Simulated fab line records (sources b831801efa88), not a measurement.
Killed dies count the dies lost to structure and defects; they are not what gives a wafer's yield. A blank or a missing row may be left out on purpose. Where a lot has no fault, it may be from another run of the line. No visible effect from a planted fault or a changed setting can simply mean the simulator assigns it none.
fab line records || flow sky130
[record] {"lots": 5, "wafers": 15, "last_day": 49}
route steps=708 shown SD_P@329 RES_XHIGH@332 SD_N@342 SALICIDE@361 LI_CONTACT@362 PAD_OPEN@708
lots with no fault: from the same line, run without faults
start_h: hours from the record's opening day to when the first of the lot's shown wafers began || wait_h: time in hours since the lot's previous step || " repeats the value in the row above || L1.1+2: several wafers, shown together as one row || - no value, or no start was given || * or withheld: withheld || < > ~ a bound
route shown NAME@n: names a module that has steps shown in the file, with the first one's number in the route || usual: mean/standard deviation of fault-free wafers || same: alike in all rows || chamber/n: place in a boat || sites: per-site readings || _std_site: standard deviation across them || _edge_site: inner sites' mean taken away from outer sites' mean || radius_mm: how far each site lies from the wafer's centre || mask NAME#n: copy n || behind: the tool/chamber that last shaped the wafer || hold: the reason the lot was held/the length of the hold in hours/how it ended || device: names the non-switching transistor (n, p or np) || end of line: tests run on the same wafers once the route is complete || step lacking rows: just its recipe || killed: at the first sort, the dies lost to defects and structure; wafer yield is something else || map: shows each die of a wafer: x if killed, . if not, _ if none is there
set.NAME: the setting the step ran with; set.NAME@STEP: the setting that earlier step ran with || model.NAME: the simulator's own value behind a step, which no gauge read
lots at some steps of the route; a table a step, a row a wafer
services: when a tool's chamber went out of use (start_h, in hours from the record's first day, below 0 if earlier), for how many hours, and the reason
[[steps]]
[step SKY_SD_P_IMPLANT_09]
[recipe] {"species": "BF2", "energy_kev": 20, "dose_cm2": 3e+15, "tilt_deg": 0}
[step SKY_SD_P_STRIP_10]
[recipe] {"chemistry": "O2/N2", "power_w": 1400, "pressure_mtorr": 1500, "platen_temp_c": "withheld", "o2_flow_sccm": 3000, "n2_flow_sccm": 300, "overash_fraction": 0.5}
[step SKY_RES_XHIGH_DEHYDRATE_00]
[recipe] {"temp_c": 200, "time_s": 60}
[step SKY_RES_XHIGH_HMDS_01]
[recipe] {"prime_time_s": 60, "prime_temp_c": 120}
[step SKY_RES_XHIGH_COAT_02]
[recipe] {"resist": "NOVOLAK", "spin_rpm": 3000, "resist_thk_nm": 1140}
[step SKY_RES_XHIGH_SOFTBAKE_03]
[recipe] {"temp_c": 90, "time_s": 60, "resist": "NOVOLAK"}
[step SKY_RES_XHIGH_EXPOSE_04]
[recipe] {"mask_id": "URPM", "na": 0.6, "source_shape": "conventional", "sigma_outer": 0.6, "polarization": "unpolarized", "target_cd_nm": 1270, "dose_mj": 140}
[step SKY_RES_XHIGH_PEB_05]
[recipe] {"temp_c": "withheld", "time_s": "*", "resist": "NOVOLAK"}
[step SKY_RES_XHIGH_DEVELOP_06]
[recipe] {"resist": "NOVOLAK", "developer": "TMAH", "develop_time_s": 60, "dev_temp_c": 23}
[step SKY_RES_XHIGH_IMPLANT_07]
[recipe] {"species": "BF2", "energy_kev": 20, "dose_cm2": 3.6e+14, "tilt_deg": 0}
[step SKY_RES_XHIGH_STRIP_08]
[recipe] {"chemistry": "O2/N2", "power_w": 1400, "pressure_mtorr": 1500, "platen_temp_c": "withheld", "o2_flow_sccm": 3000, "n2_flow_sccm": 300, "overash_fraction": 0.5}
[usual] {"chamber_pressure_mTorr": "1499.9/1.3", "drypump_motor_current_A": "5.7/0.3", "n2_flow_sccm": "300.1/0.83", "oes_product_au": "0.710/0.0043", "strip_time_to_endpoint_s": "14.27/0.038"}
{"lot.wafer": "L616.1", "tool": "plasma_asher-02", "chamber": 1, "start_h": 700.88, "wait_h": 0.1, "chamber_pressure_mTorr": 1498.4, "drypump_motor_current_A": 5.5, "n2_flow_sccm": 300.8, "oes_product_au": 0.708, "rf_hours_counter_h": 83, "strip_time_to_endpoint_s": 14.33}
{"lot.wafer": "L616.2", "tool": "plasma_asher-02", "chamber": 0, "start_h": 700.88, "wait_h": 0.1, "chamber_pressure_mTorr": 1500.4, "drypump_motor_current_A": 6.1, "n2_flow_sccm": 299.8, "oes_product_au": 0.709, "rf_hours_counter_h": 83, "strip_time_to_endpoint_s": 14.27}
{"lot.wafer": "L616.5", "tool": "plasma_asher-02", "chamber": 1, "start_h": 700.88, "wait_h": 0.1, "chamber_pressure_mTorr": 1500.7, "drypump_motor_current_A": 5.5, "n2_flow_sccm": 301.2, "oes_product_au": 0.716, "rf_hours_counter_h": "-", "strip_time_to_endpoint_s": 14.33}
{"lot.wafer": "L617.2", "tool": "plasma_asher-01", "chamber": 0, "start_h": 701.18, "wait_h": 0.1, "chamber_pressure_mTorr": 1502.2, "drypump_motor_current_A": 5.8, "n2_flow_sccm": 301.4, "oes_product_au": 0.719, "rf_hours_counter_h": 60, "strip_time_to_endpoint_s": 14.23}
{"lot.wafer": "L617.4", "tool": "plasma_asher-01", "chamber": 0, "start_h": 701.18, "wait_h": 0.1, "chamber_pressure_mTorr": 1498.5, "drypump_motor_current_A": 5.8, "n2_flow_sccm": 300.3, "oes_product_au": 0.709, "rf_hours_counter_h": "-", "strip_time_to_endpoint_s": 14.27}
{"lot.wafer": "L617.6", "tool": "plasma_asher-01", "chamber": 0, "start_h": 701.18, "wait_h": 0.1, "chamber_pressure_mTorr": 1499.2, "drypump_motor_current_A": 5.8, "n2_flow_sccm": 300.7, "oes_product_au": 0.715, "rf_hours_counter_h": "-", "strip_time_to_endpoint_s": 14.24}
{"lot.wafer": "L621.1", "tool": "plasma_asher-02", "chamber": 1, "start_h": 734.76, "wait_h": 0.1, "chamber_pressure_mTorr": 1500.0, "drypump_motor_current_A": 5.5, "n2_flow_sccm": 299.0, "oes_product_au": 0.711, "rf_hours_counter_h": 87, "strip_time_to_endpoint_s": 14.30}
{"lot.wafer": "L621.2", "tool": "plasma_asher-02", "chamber": 0, "start_h": 734.76, "wait_h": 0.1, "chamber_pressure_mTorr": 1497.5, "drypump_motor_current_A": 6.1, "n2_flow_sccm": 300.0, "oes_product_au": 0.715, "rf_hours_counter_h": 87, "strip_time_to_endpoint_s": 14.25}
{"lot.wafer": "L621.3", "tool": "plasma_asher-02", "chamber": 0, "start_h": 734.76, "wait_h": 0.1, "chamber_pressure_mTorr": 1500.2, "drypump_motor_current_A": 6.1, "n2_flow_sccm": 300.9, "oes_product_au": 0.714, "rf_hours_counter_h": "-", "strip_time_to_endpoint_s": 14.26}
{"lot.wafer": "L622.2", "tool": "plasma_asher-02", "chamber": 1, "start_h": 749.01, "wait_h": 0.1, "chamber_pressure_mTorr": 1500.1, "drypump_motor_current_A": 5.5, "n2_flow_sccm": 299.8, "oes_product_au": 0.709, "rf_hours_counter_h": 89, "strip_time_to_endpoint_s": 14.28}
{"lot.wafer": "L622.4", "tool": "plasma_asher-02", "chamber": 1, "start_h": 749.01, "wait_h": 0.1, "chamber_pressure_mTorr": 1497.4, "drypump_motor_current_A": 5.5, "n2_flow_sccm": 299.9, "oes_product_au": 0.710, "rf_hours_counter_h": "-", "strip_time_to_endpoint_s": 14.28}
{"lot.wafer": "L622.5", "tool": "plasma_asher-02", "chamber": 0, "start_h": 749.01, "wait_h": 0.1, "chamber_pressure_mTorr": 1500.0, "drypump_motor_current_A": 6.1, "n2_flow_sccm": 299.7, "oes_product_au": 0.710, "rf_hours_counter_h": "-", "strip_time_to_endpoint_s": 14.25}
{"lot.wafer": "L623.1", "tool": "plasma_asher-02", "chamber": 0, "start_h": 751.86, "wait_h": 0.1, "chamber_pressure_mTorr": 1499.6, "drypump_motor_current_A": 6.1, "n2_flow_sccm": 298.9, "oes_product_au": 0.711, "rf_hours_counter_h": 89, "strip_time_to_endpoint_s": 14.24}
{"lot.wafer": "L623.2", "tool": "plasma_asher-02", "chamber": 1, "start_h": 751.86, "wait_h": 0.1, "chamber_pressure_mTorr": 1500.7, "drypump_motor_current_A": 5.5, "n2_flow_sccm": 300.1, "oes_product_au": 0.711, "rf_hours_counter_h": 89, "strip_time_to_endpoint_s": 14.24}
{"lot.wafer": "L623.6", "tool": "plasma_asher-02", "chamber": 0, "start_h": 751.86, "wait_h": 0.1, "chamber_pressure_mTorr": 1499.7, "drypump_motor_current_A": 6.1, "n2_flow_sccm": 300.5, "oes_product_au": 0.712, "rf_hours_counter_h": "-", "strip_time_to_endpoint_s": 14.24}
[step SKY_SD_N_DEHYDRATE_00]
[recipe] {"temp_c": 200, "time_s": 60}
[step SKY_SD_N_HMDS_01]
[recipe] {"prime_time_s": 60, "prime_temp_c": 120}
[step SKY_SD_N_COAT_02]
[recipe] {"resist": "NOVOLAK", "spin_rpm": 3000, "resist_thk_nm": 1140}
[step SKY_SD_N_SOFTBAKE_03]
[recipe] {"temp_c": 90, "time_s": 60, "resist": "NOVOLAK"}
[step SKY_SD_N_EXPOSE_04]
[recipe] {"mask_id": "NSDM", "na": 0.6, "source_shape": "conventional", "sigma_outer": 0.6, "polarization": "unpolarized", "target_cd_nm": 380, "dose_mj": 141}
[step SKY_SD_N_PEB_05]
[recipe] {"temp_c": "withheld", "time_s": "*", "resist": "NOVOLAK"}
[step SKY_SD_N_DEVELOP_06]
[recipe] {"resist": "NOVOLAK", "developer": "TMAH", "develop_time_s": 60, "dev_temp_c": 23}
[step SKY_SD_N_IMPLANT_09]
[recipe] {"species": "As", "energy_kev": 50, "dose_cm2": 4e+15, "tilt_deg": 0}
[step SKY_SD_N_IMPLANT_10]
[recipe] {"species": "P", "energy_kev": 20, "dose_cm2": 1e+14, "tilt_deg": 0}
[step SKY_SD_N_STRIP_11]
[recipe] {"chemistry": "O2/N2", "power_w": 1400, "pressure_mtorr": 1500, "platen_temp_c": "withheld", "o2_flow_sccm": 3000, "n2_flow_sccm": 300, "overash_fraction": 0.5}
[step SKY_SD_N_CLEAN_13]
[recipe] {"chemistry": "SC1/SC2", "mix": "1:4:20", "temp_c": 70, "time_s": 150, "dry": "n2_spin"}
[step SKY_SD_N_RTA_14]
[recipe] {"temp_c": 1075, "time_s": 2, "idle_temp_c": 650, "ramp_up_c_per_s": 150, "ramp_down_c_per_s": 90, "ambient": "N2"}
[step SKY_SALICIDE_CLEAN_00]
[recipe] {"chemistry": "HF-last", "time_s": 30, "dilution": "100:1", "dry": "ipa_marangoni"}
[step SKY_LI_CONTACT_HDPCVD_00]
[recipe] {"material": "PSG", "target_thk_nm": 930, "sigma_open_frac": 0.3, "time_s": 155, "temp_c": 600, "sih4_flow_sccm": 60, "pressure_mtorr": 6}
[step SKY_LI_CONTACT_CMP_02]
[recipe] {"material": "PSG", "down_force_psi": 4, "platen_rpm": 60, "pad_velocity_m_s": 0.94248}
[step SKY_LI_CONTACT_DEHYDRATE_04]
[recipe] {"temp_c": 200, "time_s": 60}
[step SKY_LI_CONTACT_HMDS_05]
[recipe] {"prime_time_s": 60, "prime_temp_c": 120}
[step SKY_LI_CONTACT_COAT_06]
[recipe] {"resist": "BARC", "temp_c": "withheld", "time_s": "withheld", "spin_rpm": 3000, "resist_thk_nm": 60}
[step SKY_LI_CONTACT_COAT_07]
[recipe] {"resist": "KrF-thick", "spin_rpm": 3000, "resist_thk_nm": 450}
[step SKY_PAD_OPEN_PROBE_99]
[usual] {"killed_at_M0_to_M3": "42/6.6", "killed_at_M4_up": "3.1/1.9", "killed_at_contacts": "24/5.6", "killed_at_front_end": "15/4.8", "killed_at_other": "0.3/0.48", "killed_dies": "84/10", "killed_open": "47/6.8", "killed_short": "37/6.8"}
[same] {"gross_dies": 492, "killed_at_back_side": 0}
{"lot.wafer": "L617.2", "tool": "prober-01", "chamber": "-", "start_h": 1137.85, "wait_h": 0.1, "killed_at_M0_to_M3": 35, "killed_at_M4_up": 8, "killed_at_contacts": 25, "killed_at_front_end": 17, "killed_at_other": 0, "killed_dies": 85, "killed_open": 50, "killed_short": 35}
{"lot.wafer": "L617.4", "tool": "prober-01", "chamber": "-", "start_h": 1137.95, "wait_h": 0.2, "killed_at_M0_to_M3": 47, "killed_at_M4_up": 1, "killed_at_contacts": 22, "killed_at_front_end": 18, "killed_at_other": 0, "killed_dies": 88, "killed_open": 50, "killed_short": 38}
{"lot.wafer": "L617.6", "tool": "prober-01", "chamber": "-", "start_h": 1138.05, "wait_h": 0.2, "killed_at_M0_to_M3": 57, "killed_at_M4_up": 3, "killed_at_contacts": 27, "killed_at_front_end": 21, "killed_at_other": 0, "killed_dies": 108, "killed_open": 57, "killed_short": 51}
{"lot.wafer": "L621.2", "tool": "prober-01", "chamber": "-", "start_h": 1157.51, "wait_h": 0.1, "killed_at_M0_to_M3": 30, "killed_at_M4_up": 5, "killed_at_contacts": 22, "killed_at_front_end": 12, "killed_at_other": 59, "killed_dies": 128, "killed_open": 31, "killed_short": 38}
{"lot.wafer": "L621.3", "tool": "prober-01", "chamber": "-", "start_h": 1157.56, "wait_h": 0.2, "killed_at_M0_to_M3": 33, "killed_at_M4_up": 2, "killed_at_contacts": 23, "killed_at_front_end": 13, "killed_at_other": 71, "killed_dies": 142, "killed_open": 39, "killed_short": 32}
{"lot.wafer": "L622.2", "tool": "prober-02", "chamber": "-", "start_h": 1168.17, "wait_h": 0.1, "killed_at_M0_to_M3": 49, "killed_at_M4_up": 4, "killed_at_contacts": 22, "killed_at_front_end": 6, "killed_at_other": 0, "killed_dies": 81, "killed_open": 42, "killed_short": 39}
{"lot.wafer": "L622.4", "tool": "prober-02", "chamber": "-", "start_h": 1168.27, "wait_h": 0.2, "killed_at_M0_to_M3": 37, "killed_at_M4_up": 3, "killed_at_contacts": 15, "killed_at_front_end": 18, "killed_at_other": 0, "killed_dies": 73, "killed_open": 43, "killed_short": 30}
{"lot.wafer": "L622.5", "tool": "prober-02", "chamber": "-", "start_h": 1168.32, "wait_h": 0.2, "killed_at_M0_to_M3": 46, "killed_at_M4_up": 3, "killed_at_contacts": 21, "killed_at_front_end": 13, "killed_at_other": 69, "killed_dies": 152, "killed_open": 52, "killed_short": 32}
{"lot.wafer": "L623.1", "tool": "prober-01", "chamber": "-", "start_h": 1168.49, "wait_h": 0.1, "killed_at_M0_to_M3": 45, "killed_at_M4_up": 3, "killed_at_contacts": 23, "killed_at_front_end": 10, "killed_at_other": 62, "killed_dies": 143, "killed_open": 48, "killed_short": 33}
{"lot.wafer": "L623.2", "tool": "prober-01", "chamber": "-", "start_h": 1168.54, "wait_h": 0.1, "killed_at_M0_to_M3": 40, "killed_at_M4_up": 1, "killed_at_contacts": 38, "killed_at_front_end": 12, "killed_at_other": 0, "killed_dies": 91, "killed_open": 49, "killed_short": 42}
{"lot.wafer": "L623.6", "tool": "prober-01", "chamber": "-", "start_h": 1168.74, "wait_h": 0.2, "killed_at_M0_to_M3": 30, "killed_at_M4_up": 2, "killed_at_contacts": 27, "killed_at_front_end": 11, "killed_at_other": 67, "killed_dies": 137, "killed_open": 39, "killed_short": 31}
// killed by level:class
L617.2 VIA1:geometric_particle:open=13 CONTACT:geometric_particle:open=10 METAL4:geometric_particle:short=8 VIA2:geometric_particle:open=7 LI_CONTACT:geometric_particle:open=6 POLY_GATE:geometric_particle:short=5 FIELD_ISO:geometric_particle:open=4 METAL1:geometric_particle:short=4
L617.4 VIA1:geometric_particle:open=11 CONTACT:geometric_particle:open=10 POLY_GATE:geometric_particle:short=9 VIA3:geometric_particle:open=9 LI_CONTACT:geometric_particle:open=6 METAL1:geometric_particle:short=6 FIELD_ISO:geometric_particle:short=5 POLY_GATE:geometric_particle:open=4
L617.6 VIA1:geometric_particle:open=15 VIA3:geometric_particle:open=13 METAL1:geometric_particle:short=9 LI_CONTACT:geometric_particle:open=7 CONTACT:geometric_particle:open=7 FIELD_ISO:geometric_particle:open=6 POLY_GATE:geometric_particle:short=6 CONTACT:geometric_particle:short=5
L621.2 RES_XHIGH:unspecified=59 CONTACT:geometric_particle:short=7 LI_CONTACT:geometric_particle:open=6 CONTACT:geometric_particle:open=5 VIA1:geometric_particle:open=5 METAL2:geometric_particle:short=5 VIA2:geometric_particle:open=5 METAL1:geometric_particle:short=4
L621.3 RES_XHIGH:unspecified=71 VIA1:geometric_particle:open=10 CONTACT:geometric_particle:open=6 VIA1:geometric_particle:short=6 VIA3:geometric_particle:open=6 FIELD_ISO:geometric_particle:short=5 LI_CONTACT:geometric_particle:short=4 LI_CONTACT:geometric_particle:open=4
L622.2 CONTACT:geometric_particle:open=11 VIA1:geometric_particle:open=10 VIA1:geometric_particle:short=8 METAL2:geometric_particle:short=6 VIA2:geometric_particle:open=6 VIA3:geometric_particle:short=6 CONTACT:geometric_particle:short=5 VIA3:geometric_particle:open=5
L622.4 VIA1:geometric_particle:open=12 FIELD_ISO:geometric_particle:short=5 METAL2:geometric_particle:short=5 VIA3:geometric_particle:open=5 LI_CONTACT:geometric_particle:open=4 CONTACT:geometric_particle:open=4 VIA2:geometric_particle:open=4 FIELD_ISO:geometric_particle:open=3
L622.5 RES_XHIGH:unspecified=68 VIA1:geometric_particle:open=12 VIA3:geometric_particle:open=12 LI_CONTACT:geometric_particle:open=8 CONTACT:geometric_particle:open=5 VIA1:geometric_particle:short=5 POLY_GATE:geometric_particle:open=4 LOCAL_INTERCONNECT:geometric_particle:short=4
L623.1 RES_XHIGH:unspecified=62 VIA1:geometric_particle:open=16 CONTACT:geometric_particle:open=12 VIA3:geometric_particle:open=7 CONTACT:geometric_particle:short=6 METAL1:geometric_particle:short=5 VIA2:geometric_particle:open=5 POLY_GATE:geometric_particle:open=3
L623.2 CONTACT:geometric_particle:open=15 VIA1:geometric_particle:open=13 LI_CONTACT:geometric_particle:open=9 CONTACT:geometric_particle:short=6 METAL2:geometric_particle:short=6 LOCAL_INTERCONNECT:geometric_particle:short=5 VIA2:geometric_particle:open=5 SPACER:geometric_particle:short=4
L623.6 RES_XHIGH:unspecified=67 CONTACT:geometric_particle:open=11 LI_CONTACT:geometric_particle:open=9 VIA1:geometric_particle:open=9 LOCAL_INTERCONNECT:geometric_particle:short=4 METAL1:geometric_particle:short=4 METAL2:geometric_particle:short=4 POLY_GATE:geometric_particle:short=3
// map L621.3 (x killed, . not)
__________.xx.xxx.x._________
________..x..........._______
______x................._____
_____x............x...x..____
____.x.......x.....x......___
___.....xx...x.............__
__x.........x.....x.....x..._
_..xx......x..........xxx....
_.x..x..xx..x...........x....
_.x..xxxxxxx.....x...x.......
_.x.xxxxxxxxxxxx......xxxx...
_...xxxxxxxxxx.x..........x..
_...xxxxxxxxx..........xxxx..
_.xxxxxxxxxxxxx..............
_...xxxxxxxxxx.....x..x..x...
__..xxxxxxxx...xx.......x..._
___x.x.x.xx..x....x........__
____..xx.xx.......x...x...___
_____.x..x.........x.x...____
______.................._____
________......x......x_______
__________.....x...._________
// map L622.5 (x killed, . not)
__________.xx..xx..._________
________...x.....x...x_______
______.............x...._____
_____.........x.......x..____
____.x.x........x.x...xx..___
___.....xx....xx.....x.....__
__........x.......x.x......._
_x........x......xxx...xx....
_......xx.x...x..............
_x.x..xxxxxxx.x.x....x.x.....
_x.x.xxxxxxxxx..x..x.......x.
_...xxxxxxxxxx........x.....x
_...xxxxxxxxx.x...xx.....x...
_..xxxxxxxxxxxx..x....x......
_..xxxxxxxxxx......x....xx...
__.x.xxxxxxxx.x.........x..x_
___.xxxxxxxx....x..xx......__
____x.......x.......x.x..x___
_____.........xx....x..x.____
______......x.....x....x_____
________.........x...._______
__________..x.....x._________
[[services]]
{"tool": "plasma_asher-01", "chamber": "-", "start_h": 742.18, "hours": 4.1, "kind": "repair"}
[[key]]
[first_sign] {"step": "SKY_PAD_OPEN_PROBE_99", "reading": "killed_at_other", "direction": "up", "sigmas": 65, "usual": 0.3, "struck": 65.6}
[effect] {"step": "SKY_PAD_OPEN_PROBE_99", "reading": "killed_dies", "direction": "up", "sigmas": 5.4, "usual": 84, "struck": 140}
met_at SKY_RES_XHIGH_STRIP_08
struck_wafers L621.2,L621.3,L622.5,L623.1,L623.6
tester_left_out L621,L622,L623
onset_between 700.88 734.76
[fault] {"kind": "chamber_particle_source", "tool": "plasma_asher-02", "chamber": 0, "onset_h": 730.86, "steps": "SKY_RES_XHIGH_STRIP_08", "rate_per_visit_cm2": 1.8182, "end_h": 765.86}
// tester_left_out: of these lots the tester's yield and bins aren't shown, on N5 and GAA mostly nor the transistor test; their killed dies are dies lost to structure and defects alone, not to doping, threshold or leakage, so they don't give the yield
